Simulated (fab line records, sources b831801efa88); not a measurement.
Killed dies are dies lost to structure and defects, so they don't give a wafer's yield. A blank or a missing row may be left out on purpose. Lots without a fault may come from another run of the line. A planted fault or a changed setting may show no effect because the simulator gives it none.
One fault seen from 2 desks | flow gf180mcu | each desk has only its own numbers; what lay behind them comes last

THE METROLOGY DESK
What the gauges read, lot by lot, whatever tool the lot ran on: means of the sampled wafers that have a number. A lot is out of limits, marked OUT, if its mean lies more than 4 standard deviations from the usual mean; the brackets give that distance.
Columns: A = cd_nm at GF_HV_LDD_CD_MEAS_46, usual 400.0 nm; B = NSD_OVL at GF_NSD_OVL_MEAS_08, usual 1.1 nm; C = PSD_OVL at GF_PSD_OVL_MEAS_08, usual 0.3 nm; D = NSD_RS at GF_PSD_RS_MEAS_14, usual 46.19 ohm/sq
lot  | first seen here | A     | B    | C    | D
L368 | day 13 12:01    | 399.0 | 2.0  | 1.0  | 46.16
L369 | day 13 18:34    | 401.4 | 1.4  | 2.2  | 46.32
L370 | day 14 05:38    | 398.3 | 1.0  | 1.1  | 46.20
L371 | day 14 09:01    | 398.9 | 1.9  | -0.2 | 46.15
L372 | day 15 00:17    | 397.5 | 1.5  | -0.7 | 46.11
L374 | day 15 11:37    | 401.4 | 3.2  | -0.6 | 46.39
L380 | day 17 08:09    | 399.8 | 1.4  | 0.5  | 48.06 (+19) OUT
L381 | day 17 17:28    | 403.0 | 1.0  | -0.5 | 46.03
L382 | day 18 04:01    | 400.3 | 1.1  | 1.1  | 47.98 (+18) OUT
L385 | day 19 04:14    | 393.9 | 2.0  | 1.3  | 46.16
L386 | day 19 12:44    | 402.3 | 1.4  | -0.1 | 46.09
L387 | day 19 23:25    | 399.5 | -0.1 | 0.8  | 46.08
L388 | day 20 05:46    | 402.8 | 0.6  | -0.2 | 46.21
This desk's finding: out of limits on L380, L382; first on L380, day 19 11:52 (NSD_RS at GF_PSD_RS_MEAS_14). In limits: L368, L369, L370, L371, L372, L374, L381, L385, L386, L387, L388.

THE TOOL OWNER'S DESK: implanter-03
The tool's own readings at GF_NSD_IMPLANT_09: means of the sampled wafers that have a number, for each lot that ran on this tool. A lot is out of limits, marked OUT, if its mean lies more than 4 standard deviations from the usual mean; the brackets give that distance.
Columns: A = dose_ions_cm2 at GF_NSD_IMPLANT_09, usual 4e+15
lot  | first seen here | A
L371 | day 15 10:13    | 4e+15
L380 | day 18 12:08    | 3e+15 (-99 or more) OUT
L382 | day 19 06:55    | 3e+15 (-99 or more) OUT
This desk's finding: out of limits on L380, L382; first on L380, day 18 12:08 (dose_ions_cm2 at GF_NSD_IMPLANT_09). In limits: L371.

PUT TOGETHER
The tool owner's desk could have raised an alarm at day 18 12:08, on L380, L382.
The metrology desk could have raised an alarm at day 19 11:52, on L380, L382.
Of the lots named, all ran GF_NSD_IMPLANT_09 on implanter-03.

WHAT THE SIMULATOR HAD PUT IN
Process parameter drift: implanter-03, from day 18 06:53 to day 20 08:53, at GF_NSD_IMPLANT_09. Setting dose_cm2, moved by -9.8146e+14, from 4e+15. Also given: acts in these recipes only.
Lots struck among those shown: L380, L382.
Hours from the fault's start to each desk's first reading out of limits: the tool owner's desk, 5; the metrology desk, 29.
